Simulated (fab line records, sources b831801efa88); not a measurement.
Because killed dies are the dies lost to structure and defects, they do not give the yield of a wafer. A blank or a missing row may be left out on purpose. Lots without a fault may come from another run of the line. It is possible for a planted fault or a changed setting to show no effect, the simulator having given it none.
What tool caused it? | flow gf180mcu | Sampling: 6 lots, 18 wafers, 3 of 602 route steps

## WHAT EACH GAUGE READ, for each wafer
GF_CONTACT_THK_MEAS_01.
lot  | measured     | on            | CONTACT_CVD_00_THK (nm)
L941 | day 15 07:16 | film-metro-01 | 303 294 302
L943 | day 16 02:39 | film-metro-01 | 308 301 300
L947 | day 17 17:02 | film-metro-03 | 300 301 304
L949 | day 18 08:05 | film-metro-03 | 308 300 300
L951 | day 19 13:42 | film-metro-04 | 300 297 298
L959 | day 21 23:31 | film-metro-04 | 298 300 296

## WHICH TOOL RAN EACH LOT (tool, then ch and the chambers of the sampled wafers, then the start)
lot  | GF_MVSD_COAT_02                  | GF_MVSD_STRIP_10
L941 | litho-track-02 ch 0, day 4 10:02 | plasma-asher-01 ch 0,1, day 4 16:53
L943 | litho-track-02 ch 0, day 4 18:50 | plasma-asher-04 ch 0,1, day 5 01:36
L947 | litho-track-02 ch 0, day 5 18:43 | plasma-asher-04 ch 0,1, day 6 02:29
L949 | litho-track-02 ch 0, day 6 09:13 | plasma-asher-04 ch 0,1, day 6 16:28
L951 | litho-track-03 ch 0, day 7 04:58 | plasma-asher-04 ch 0,1, day 7 12:53
L959 | litho-track-03 ch 0, day 8 14:42 | plasma-asher-04 ch 0,1, day 8 23:27
- GF_MVSD_COAT_02: resist thk 3000 nm.
- GF_MVSD_STRIP_10: strips in O2/N2.

## THE ANSWER, worked out from the rows above alone
Rule: the lots themselves supply what counts as usual. Put in order of their means at a reading, lots are off if they are a third of the lots or fewer, leave a main group of 4 or more, and stand apart from it by a gap of 3 or more times the standard deviation of the main group's means; of several such gaps the widest counts. A main group whose means are all the same, to the digits that the tables above print for the reading, isn't used. Also off: a lot with no number at a reading for which 4 or more lots have one. All remaining lots with rows at the step are treated as sound.
No lot is off on any of the readings shown, so nothing can be concluded from this.

## WHAT THE SIMULATOR HAD PUT IN
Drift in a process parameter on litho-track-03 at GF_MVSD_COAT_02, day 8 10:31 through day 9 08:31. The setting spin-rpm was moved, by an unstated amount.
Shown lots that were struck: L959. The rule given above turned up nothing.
